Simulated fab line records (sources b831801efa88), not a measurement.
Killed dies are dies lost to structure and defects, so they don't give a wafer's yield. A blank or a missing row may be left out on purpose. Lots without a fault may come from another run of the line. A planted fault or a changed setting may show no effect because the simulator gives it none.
Which tool did it? ; flow sky130 ; 39 wafers from 13 lots sampled at 4 of the route's 708 steps

== WHAT EACH GAUGE READ, for each wafer ==
SKY_VIA2_THK_MEAS_01. Usual: for VIA2_HDPCVD_THK the level is 1185 nm and the standard deviation is 11.
lot;measured;on;VIA2_HDPCVD_THK (nm);flag
L968;day 35 02:04;filmMetro-01;1182 1176 1178;
L970;day 35 11:07;filmMetro-03;1187 1192 1186;
L971;day 36 00:58;filmMetro-02;1184 1169 1183;
L974;day 37 10:09;filmMetro-03;1195 1195 1188;
L975;day 37 20:35;filmMetro-01;1191 1185 1187;
L977;day 38 01:18;filmMetro-01;1189 1191 1214;
L976;day 38 02:08;filmMetro-01;1198 1172 1186;
L980;day 39 02:38;filmMetro-03;1183 1194 1185;
L985;day 40 09:36;filmMetro-03;1173 1178 1173;
L986;day 40 18:04;filmMetro-02;1192 1183 1203;
L988;day 41 07:30;filmMetro-03;1186 1210 1204;
L987;day 41 08:23;filmMetro-03;1178 1175 1176;
L990;day 42 02:38;filmMetro-01;1200 1175 1187;

SKY_VIA2_OVL_MEAS_13. Usual: for VIA2_OVL the level is -3 nm and the standard deviation is 4.9.
lot;measured;on;VIA2_OVL (nm);flag
L968;day 36 04:27;overlay-02;2 -2 -3;
L970;day 36 14:17;overlay-02;3 -3 -5;
L971;day 37 03:56;overlay-02;-4 2 6;
L974;day 38 11:43;overlay-02;-5 -4 -5;
L975;day 38 22:28;overlay-02;9 3 -1;
L977;day 39 03:08;overlay-01;1 -1 -12;
L976;day 39 04:24;overlay-02;-12 -3 -11;
L980;day 40 03:46;overlay-01;-4 -7 -9;
L985;day 41 10:02;overlay-02;-1 -1 -3;
L986;day 41 18:10;overlay-01;5 0 -4;
L988;day 42 07:18;overlay-02;-6 1 -5;
L987;day 42 08:14;overlay-01;1 1 -9;
L990;day 43 01:54;overlay-01;-5 2 -8;

SKY_CAPM_THK_MEAS_01. Usual: for CAPM_CVD_00_THK the level is 15.51 nm and the standard deviation is 0.27.
lot;measured;on;CAPM_CVD_00_THK (nm);flag
L968;day 36 06:04;filmMetro-04;14.91 15.22 15.34;
L970;day 36 15:53;filmMetro-03;15.41 15.69 15.45;
L971;day 37 05:31;filmMetro-03;15.45 15.65 15.90;
L974;day 38 13:18;filmMetro-04;15.45 15.63 15.35;
L975;day 39 00:04;filmMetro-04;15.43 15.41 15.70;
L977;day 39 04:44;filmMetro-02;14.98 15.37 15.42;
L976;day 39 06:56;filmMetro-02;15.25 15.37 15.44;
L980;day 40 05:41;filmMetro-02;15.62 15.98 15.87;
L988;day 42 08:55;filmMetro-03;15.57 15.52 15.85;
L990;day 43 03:29;filmMetro-04;15.18 15.20 15.11;

== WHAT TOOL EACH LOT RAN ON (gives the tool, then ch and the chambers of the sampled wafers, and finally the start) ==
lot;SKY_VIA2_CMP_24
L968;cmp-02 ch 1,3, day 36 05:38
L970;cmp-02 ch 0,2,3, day 36 15:26
L971;cmp-01 ch 1,2, day 37 05:02
L974;cmp-02 ch 0,3, day 38 12:49
L975;cmp-02 ch 1,2, day 38 23:35
L977;cmp-01 ch 0,1, day 39 04:16
L976;cmp-02 ch 0,1,3, day 39 06:33
L980;cmp-01 ch 0,1,3, day 40 05:11
L985;cmp-01 ch 1,2, day 41 11:11
L986;cmp-01 ch 0,1, day 41 19:15
L988;cmp-02 ch 0,1,2, day 42 08:29
L987;cmp-01 ch 0,1, day 42 09:23
L990;cmp-02 ch 1,2,3, day 43 03:01
- SKY_VIA2_CMP_24: polishes, stops on SiO2, t overpolish 20 s, target thk 0 nm.

== WHAT THE TOOLS THEMSELVES READ (means of the sampled wafers that have a number; where no wafer has one, the mark that the record gives instead) ==
SKY_VIA2_CMP_24. Usual: edgeZonePressureFrac 0.999, standard deviation 0.0051; motorCurrentA 11.1 A, standard deviation 1.4; overpolishRunS 20.000 s, standard deviation 0.0083; timeToEndpointS 104 s, standard deviation 5.2.
lot;tool;edgeZonePressureFrac;motorCurrentA (A);overpolishRunS (s);timeToEndpointS (s);flag
L968;cmp-02;1.000;8.8;20.000;103;
L970;cmp-02;0.996;10.4;19.997;107;
L971;cmp-01;0.995;12.1;20.002;105;
L974;cmp-02;1.001;9.4;20.005;103;
L975;cmp-02;1.001;11.6;19.998;109;
L977;cmp-01;0.994;12.6;20.002;104;
L976;cmp-02;0.997;10.3;19.999;103;
L980;cmp-01;0.998;11.9;20.000;106;
L985;cmp-01;1.001;12.6;0.040;160;OFF
L986;cmp-01;1.004;12.7;0.040;155;OFF
L988;cmp-02;0.997;11.2;19.996;110;
L987;cmp-01;0.998;12.5;0.039;157;OFF
L990;cmp-02;0.995;10.3;20.003;110;

== THE ANSWER, worked out from the rows above alone ==
Rule: a lot is off if the mean of its wafers that have a number lies more than 3 standard deviations from the usual mean. A lot without any number at a reading at which 4 lots or more have one is off too. Any other lot the step has rows for is counted as sound. First the gauges in route order, then the tools' own readings, where a lot's mean is used as printed above. At the first step where some lot is off, the reading lying furthest off is the one used; lots without a number count as furthest.
Off, at SKY_VIA2_CMP_24 on overpolishRunS: L985, L986, L987.
If a tool, at that step or one of the process steps before it, ran each lot that is off and ran no sound lot following the first of them, it fits. One fits: cmp-01 at SKY_VIA2_CMP_24. A fault onset in the window from L980 (day 40 05:11, its last sound lot) to L985 (day 41 11:11, its first lot off) fits.
The tool's own readings at SKY_VIA2_CMP_24 bear it out: on the lots that are off they differ by more than 5 times the standard deviation of the sound lots' means. overpolishRunS reads 0.040 s there against 20.000 s on the sound lots; timeToEndpointS reads 157 s there against 106 s on the sound lots.

== WHAT HAD BEEN PUT IN BY THE SIMULATOR ==
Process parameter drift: cmp-01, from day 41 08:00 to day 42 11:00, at SKY_VIA2_CMP_24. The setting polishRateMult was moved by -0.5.
Struck lots among those shown: L985, L986, L987. The rule above found the same.
